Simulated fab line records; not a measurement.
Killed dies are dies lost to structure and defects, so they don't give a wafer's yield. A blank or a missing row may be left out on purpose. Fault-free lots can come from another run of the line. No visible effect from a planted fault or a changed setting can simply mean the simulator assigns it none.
Problem report in the 8D (eight disciplines) form, filled by code ; flow sky130 ; the parts of the form that need people (team, actions taken, sign-off) are left out

== 1. THE ISSUE ==
LOCAL_INTERCONNECT_TIN_RS at SKY_LOCAL_INTERCONNECT_RS_MEAS_01 reads a mean of 11.99 ohm/sq on 6 wafers of 2 lots; wafers without a fault read 14.05 ohm/sq with a standard deviation of 0.13. Relative to the usual mean, that is a shift of -16 standard deviations.
The step: measures by four-point-probe.
The first sign was on wafer L978.2 at day 33 13:26, on filmMetro-04. Wafers with a number at this step in the record: 42, from 14 lots. By rule, "out" or "out of limits" means more than 4 standard deviations away from the usual mean. All remaining wafers that have a number are taken as sound.

== 2. WHAT IT IS AND WHAT IT IS NOT ==
question;is;is not
which readings at this step;LOCAL_INTERCONNECT_TIN_RS;-
which lots;L978, L980;L967, L968, L969, L970, L971, L972, L974, L984, L986, L988, L989, L990
which wafers of those lots;all that have a number;-
read on which gauges;filmMetro-01, filmMetro-04;filmMetro-02
when;from day 33 13:26;"up to then (21 sound wafers); but 15 sound wafers of L984, L986, L988, L989, L990 came after"

== 3. WHAT RULES OUT EACH SUSPECT ==
Counting: any tool at a process step up to the reading is kept as a suspect provided that every lot that is out went through it and no sound lot did after the first of them.
- ruled out: the gauge at SKY_LOCAL_INTERCONNECT_RS_MEAS_01. 2 gauges (filmMetro-01, filmMetro-04) read the wafers that are out.
- pvdSputter-03 at SKY_LOCAL_INTERCONNECT_SPUTTER_00 (material TiN, target thk 100 nm, time 83.3 s): kept. It ran every lot that is out, first L978 (day 33 13:22), and no sound lot after that; its last sound lot up to then is L970 (day 30 03:13). Its own cathodeDcPowerW readings are out on those wafers.
The count leaves pvdSputter-03 at SKY_LOCAL_INTERCONNECT_SPUTTER_00.

== 4. THE CAUSE (what the simulator had put in) ==
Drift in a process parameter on pvdSputter-03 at SKY_LOCAL_INTERCONNECT_SPUTTER_00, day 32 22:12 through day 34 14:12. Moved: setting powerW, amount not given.
Only this tool survived the counting.

== 5. THE CHAIN OF EFFECTS, in route order ==
Each row: a reading where the mean over the struck wafers with a number is more than 3 standard deviations away from the usual. Only readings for which the record gives a usual standard deviation are gone through. hours: the time from each lot's start at the first step in this table that gives one to its start at this step, as a median over the lots. sigmas: the change in usual standard deviations.
hours;step;reading;usual;on struck wafers;change;sigmas
0;SKY_LOCAL_INTERCONNECT_SPUTTER_00;cathodeDcPowerW;6500.0 W;7597.6;+1097.6;+99 or more
0;SKY_LOCAL_INTERCONNECT_RS_MEAS_01;LOCAL_INTERCONNECT_TIN_RS;14.05 ohm/sq;11.99;-2.06;-16
0;SKY_LOCAL_INTERCONNECT_THK_MEAS_02;LOCAL_INTERCONNECT_TIN_THK;98.7 nm;115.0;+16.3;+14
27;SKY_LOCAL_INTERCONNECT_METAL_ETCH_14;oesProductAu;0.945 a.u.;0.998;+0.053;+8.9
27;SKY_LOCAL_INTERCONNECT_METAL_ETCH_14;throttleValvePct;21.898 %;21.861;-0.037;-4.3
It contains these process steps:
- SKY_LOCAL_INTERCONNECT_SPUTTER_00: material TiN, target thk 100 nm, time 83.3 s.
- SKY_LOCAL_INTERCONNECT_METAL_ETCH_14: etches TiN in Cl2/BCl3, stops on PSG, target depth 110 nm, time 31.4 s.

== 6. WHAT WOULD HAVE CAUGHT IT SOONER ==
15 hours passed between the start of the fault at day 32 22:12 and the first reading out of limits at a measuring or inspecting step in this record, taken at day 33 13:26.
Tool's own readings at SKY_LOCAL_INTERCONNECT_SPUTTER_00, cathodeDcPowerW: out on all struck wafers the step has rows for; an alarm limit on them would have tripped on the first.
Of the lots that are out (2), L980 began SKY_LOCAL_INTERCONNECT_SPUTTER_00 on pvdSputter-03 after day 33 13:26. Had the tool been put on hold then, it would have been spared.
